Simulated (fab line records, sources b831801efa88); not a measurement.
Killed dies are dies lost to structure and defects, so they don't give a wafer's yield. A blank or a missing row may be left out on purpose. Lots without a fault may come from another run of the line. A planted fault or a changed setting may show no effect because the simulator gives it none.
Chamber matching | flow sky130 | SKY_VIA4_ETCH_12 on rie_diel-03: 4 sister chambers
The step etches SiO2 in C4F8/O2/Ar, stops on TiN, target depth 580 nm. 8 wafers are shown with their chamber, then 7 later ones without.

WAFERS WITH THEIR CHAMBER
wafer  | chamber | oes_product_au (a.u.)
L488.4 | 1       | 0.930
L489.4 | 1       | 0.921
L489.6 | 2       | 0.932
L499.1 | 0       | 0.921
L499.2 | 3       | 0.918
L499.5 | 2       | 0.932
L501.1 | 0       | 0.929
L501.3 | 3       | 0.924

WAFERS WITHOUT THEIR CHAMBER
wafer  | oes_product_au (a.u.)
L501.4 | 0.929
L502.1 | 0.923
L502.5 | 0.924
L502.6 | 0.925
L504.2 | 0.926
L504.3 | 0.927
L504.5 | 0.922

WHICH CHAMBER EACH WENT THROUGH
wafer  | from the rows above               | in truth
L501.4 | can't be placed: 2 or 1 or 0 or 3 | 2
L502.1 | can't be placed: 0 or 3 or 1 or 2 | 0
L502.5 | can't be placed: 0 or 1 or 3 or 2 | 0
L502.6 | can't be placed: 0 or 1 or 3 or 2 | 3
L504.2 | can't be placed: 1 or 0 or 3 or 2 | 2
L504.3 | can't be placed: 1 or 0 or 2 or 3 | 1
L504.5 | can't be placed: 3 or 0 or 1 or 2 | 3
Placed correctly: 0 of 7. Can't be placed from these rows: 7 (the true chamber is among the candidates in 7). Placed wrongly: 0.
How it was worked out, from the rows above alone: a wafer's distance from a chamber is the root of the sum, over the readings, of the square of ((its reading less the chamber's mean) divided by the reading's scatter). The wafer belongs to the nearest chamber; if the next one is less than 2 further off, it can't be placed. A chamber's mean is the mean of its shown wafers. The scatter: the root of (the sum of the squares of (reading less its chamber's mean) over the shown wafers, divided by (wafers less chambers)).
